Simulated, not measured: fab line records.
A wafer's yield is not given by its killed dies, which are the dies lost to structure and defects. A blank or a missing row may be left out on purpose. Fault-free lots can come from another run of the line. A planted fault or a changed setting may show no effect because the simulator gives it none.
Commonality check across tools	flow gf180mcu	11 lots and 39 wafers in the sample

THE REASON FOR OPENING IT
2 of 11 lots carry a flag on the reading PSD_TW at GF_PSD_TW_MEAS_11. Fault-free wafers read 3177, with a standard deviation of 22.
Rule: a lot is flagged when every wafer of it that has a number lies more than 4 standard deviations from that mean, or none has a number. The other lots count as sound.

lot	measured	on	PSD_TW, wafer by wafer	flag
L407	day 14 01:59	film metro-02	3168 3180 3168	
L411	day 15 10:58	film metro-02	3198 3185 3194	
L412	day 16 01:56	film metro-02	3183 3197 3168	
L414	day 17 00:52	film metro-03	3182 3171 3170	
L415	day 17 17:26	film metro-02	3189 3188 3191	
L417	day 18 16:18	film metro-02	3169 3184 3169	
L418	day 18 23:08	film metro-03	3209 3196 3189	
L421	day 20 08:11	film metro-01	3021 3030 3012 3025 3027 3010	FLAGGED
L424	day 20 23:32	film metro-02	2962 2976 2968 2970 2954 2978	FLAGGED
L423	day 21 01:47	film metro-03	3199 3204 3187	
L426	day 21 14:47	film metro-02	3146 3140 3140	
The mean of the flagged lots' numbers is 2994, -183 from the usual (-8 standard deviations).

WHICH TOOL EACH LOT WENT THROUGH
Before the reading, the record contains 2 process steps out of a 602-step route. Every cell lists first the tool, next ch and the chambers used by the sampled wafers, and last the start.
lot	flag	GF_PSD_IMPLANT_09	GF_PSD_STRIP_10
L407		implanter-04 ch 0, day 14 01:44	plasma asher-03 ch 0,1, day 14 01:52
L411		implanter-04 ch 0, day 15 10:43	plasma asher-01 ch 0,1, day 15 10:52
L412		implanter-01 ch 0, day 16 01:42	plasma asher-01 ch 0,1, day 16 01:50
L414		implanter-03 ch 0, day 17 00:37	plasma asher-01 ch 0,1, day 17 00:46
L415		implanter-04 ch 0, day 17 17:11	plasma asher-03 ch 0,1, day 17 17:19
L417		implanter-03 ch 0, day 18 16:05	plasma asher-01 ch 0,1, day 18 16:12
L418		implanter-01 ch 0, day 18 22:53	plasma asher-01 ch 0,1, day 18 23:01
L421	FLAGGED	implanter-03 ch 0, day 20 07:57	plasma asher-02 ch 0,1, day 20 08:04
L424	FLAGGED	implanter-03 ch 0, day 20 23:18	plasma asher-02 ch 0,1, day 20 23:25
L423		implanter-01 ch 0, day 21 01:33	plasma asher-03 ch 0, day 21 01:40
L426		implanter-01 ch 0, day 21 14:32	plasma asher-02 ch 0, day 21 14:40
What these steps do:
- GF_PSD_IMPLANT_09
- GF_PSD_STRIP_10: strips in O2/N2.
- GF_PSD_TW_MEAS_11

FLAGGED OVER TOTAL, TOOL BY TOOL (the gauges that took the reading come last)
step	tool	lots run	flagged	share of the flagged lots	sound lots run after its first flagged lot
GF_PSD_IMPLANT_09	implanter-01	4	0	none	-
GF_PSD_IMPLANT_09	implanter-03	4	2	all	0
GF_PSD_IMPLANT_09	implanter-04	3	0	none	-
GF_PSD_STRIP_10	plasma asher-01	5	0	none	-
GF_PSD_STRIP_10	plasma asher-02	3	2	all	1 (L426)
GF_PSD_STRIP_10	plasma asher-03	3	0	none	-
GF_PSD_TW_MEAS_11	film metro-01	1	1	some	0
GF_PSD_TW_MEAS_11	film metro-02	7	1	some	1 (L426)
GF_PSD_TW_MEAS_11	film metro-03	3	0	none	-

WHAT IS ALLOWED BY THE TABLE
implanter-03 at GF_PSD_IMPLANT_09 and plasma asher-02 at GF_PSD_STRIP_10 are the 2 rows of the table that ran each flagged lot.
- implanter-03 at GF_PSD_IMPLANT_09 ran 4 lots, 2 of them flagged. A fault beginning between L417 (day 18 16:05), its last sound lot, and L421 (day 20 07:57), its first flagged one, fits the data. Its own readings lie more than 4 standard deviations out on every wafer of the flagged lots: beam energy keV.
- plasma asher-02 at GF_PSD_STRIP_10 ran 3 lots, 2 of them flagged. Lots that were sound ran on it after the first flagged one (L426); a persistent fault on the entire tool would not allow that. Its own readings lie more than 4 standard deviations out on every wafer of the flagged lots: strip time to endpoint s.
implanter-03 at GF_PSD_IMPLANT_09 is the single tool remaining.

WHAT THE SIMULATOR HAD PUT IN
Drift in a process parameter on implanter-03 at GF_PSD_IMPLANT_09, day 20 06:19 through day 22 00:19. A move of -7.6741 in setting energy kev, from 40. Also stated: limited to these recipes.
Struck lots among those shown: L421, L424. Same finding as the rule above.
